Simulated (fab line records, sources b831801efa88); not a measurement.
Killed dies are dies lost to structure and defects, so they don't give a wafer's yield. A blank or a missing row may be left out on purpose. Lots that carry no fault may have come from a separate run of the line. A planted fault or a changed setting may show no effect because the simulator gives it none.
A struck lot beside a sound one / flow sfq line / 21 out of 325 route steps
Sound: these wafers, L272.1, L272.3, L272.4. The struck wafers were L285.3, L285.4, L285.5. The cause is named last.
Order at every step that has rows: each side's tool, ch and its chambers, its first start. Under that, the readings that differ: sound wafers / struck wafers / difference of the means / sigmas: that difference in standard deviations of wafers without a fault.
alike: same words and numbers on both sides, and readings whose means sit less than 2 such deviations apart. not compared: any withheld reading, any reading some wafer has no value for, any bound like >300 that may hide the same value, and any number with overlapping values for which the record gives no deviation.
Wherever a step has rows on one side only, a row that says differs or no value, or a row with sigmas, the two part there. When numbers do not overlap yet have no deviation, they are printed without sigmas and do not part them. A reading that every wafer of one side lacks parts them only if that side has two wafers or more.

first, 2 steps without rows for these wafers: SFQ_TRILAYER_M0_LITHO_PEB_024 (peb time 60 s); SFQ_TRILAYER_M0_LITHO_DEVELOP_023 (time 60 s).
SFQ_M0_OVL_MEAS_906:
  sound on overlay-02, day 7 09:19; struck on overlay-02, day 10 16:21
  alike: M0_OVL
then, 1 step without rows for these wafers: SFQ_TRILAYER_M0_BARC_OPEN_METAL_ETCH_031 (etches BARC in O2, target depth 125 nm, time 41.7 s).
SFQ_TRILAYER_M0_ETCH_METAL_ETCH_024: etches Nb in Cl2/Ar, stops on SiO2, target depth 240 nm, time 120 s.
  sound on rie metal-01 ch 0,1, day 7 09:25; struck on rie metal-04 ch 0,1, day 10 16:29
reading=oes product au (a.u.); sound=0.880 0.891 0.886; struck=0.895 0.905 0.897; difference=+0.013; sigmas=+2
  alike: drypump motor current A, he backside leak sccm
  not compared: rf hours counter h
then, 2 steps without rows for these wafers: SFQ_TRILAYER_M0_STRIP_STRIP_025 (strips in O2); SFQ_TRILAYER_M0_STRIP_SOLV_CLEAN_026 (cleans in NMP, time 600 s).
SFQ_TRILAYER_I0_DEP_PECVD_027: deposits SiO2 from SiH4/N2O, time 111.11 s, target thk 500 nm.
  sound on pecvd-04 ch 0,2, day 7 10:19; struck on pecvd-02 ch 0,1, day 10 17:20
  alike: heater power outer w, heater power w, throttle valve pct
SFQ_TRILAYER_I0_CMP_CMP_028: polishes SiO2.
  sound on cmp-02 ch 0,1,2, day 7 10:23; struck on cmp-01 ch 1,2,3, day 11 10:17
  alike: motor current A, slurry flow ml min, time to endpoint s
SFQ_I0_BOW_MEAS_907:
  sound on film metro-02, day 7 13:23; struck on film metro-03, day 11 13:20
  alike: I0_BOW
SFQ_TRILAYER_I0_METRO_MEASURE_029:
  sound on film metro-02, day 7 13:31; struck on film metro-03, day 11 13:49
  alike: thk nm
then, 1 step without rows for these wafers: SFQ_TRILAYER_I0_VIA_LITHO_COAT_036 (resist thk 60.99 nm).
SFQ_TRILAYER_I0_VIA_LITHO_COAT_031: resist thk 650 nm.
  sound on litho track-04 ch 0, day 7 15:01; struck on litho track-04 ch 0, day 11 15:01
reading=model.KrF_of_TRILAYER_I0_VIA_LITHO_COAT_031.thk nm (nm); sound=648 649.3 650.2; struck=666.5 665.5 666.5; difference=+17.0; sigmas=
then, 4 steps without rows for these wafers: SFQ_TRILAYER_I0_VIA_LITHO_SOFTBAKE_035; SFQ_TRILAYER_I0_VIA_LITHO_EXPOSE_032 (exposes mask I0, target cd 500 nm); SFQ_TRILAYER_I0_VIA_LITHO_PEB_034 (peb time 60 s); SFQ_TRILAYER_I0_VIA_LITHO_DEVELOP_033 (time 60 s).
-- the record jumps here: 2 days lie between the struck wafers' starts before and after --
SFQ_I0_OVL_MEAS_908:
  sound on overlay-01, day 9 21:08; struck on overlay-01, day 13 16:08
  alike: I0_OVL
SFQ_TRILAYER_I0_VIA_BARC_OPEN_VIA_ETCH_046: etches BARC in O2, target depth 125 nm, time 41.7 s.
  sound on rie diel-01 ch 0,1,2, day 9 21:10; struck on rie diel-03 ch 1,3, day 13 16:09
  alike: drypump motor current A, oes product au
  not compared: rf hours counter h
SFQ_TRILAYER_I0_VIA_ETCH_VIA_ETCH_034: etches SiO2 in CHF3, stops on Nb, target depth 260 nm.
  sound on rie diel-01 ch 0,1,2, day 9 21:13; struck on rie diel-03 ch 1,3, day 13 16:11
reading=model.KrF_of_TRILAYER_I0_VIA_LITHO_COAT_031.thk nm (nm); sound=526 526.3 527.8; struck=542.9 542.2 544.4; difference=+16.5; sigmas=
  alike: drypump motor current A, oes product au
then, 1 step without rows for these wafers: SFQ_TRILAYER_I0_VIA_STRIP_STRIP_035 (strips in O2).

WHERE THEY PART
Only at SFQ_TRILAYER_M0_ETCH_METAL_ETCH_024, as far as this record shows. Later steps at which nothing parts them and some readings are alike: SFQ_TRILAYER_I0_DEP_PECVD_027, SFQ_TRILAYER_I0_CMP_CMP_028, SFQ_I0_BOW_MEAS_907, SFQ_TRILAYER_I0_METRO_MEASURE_029, SFQ_I0_OVL_MEAS_908, SFQ_TRILAYER_I0_VIA_BARC_OPEN_VIA_ETCH_046, SFQ_TRILAYER_I0_VIA_ETCH_VIA_ETCH_034.

WHY: what had been put in by the simulator
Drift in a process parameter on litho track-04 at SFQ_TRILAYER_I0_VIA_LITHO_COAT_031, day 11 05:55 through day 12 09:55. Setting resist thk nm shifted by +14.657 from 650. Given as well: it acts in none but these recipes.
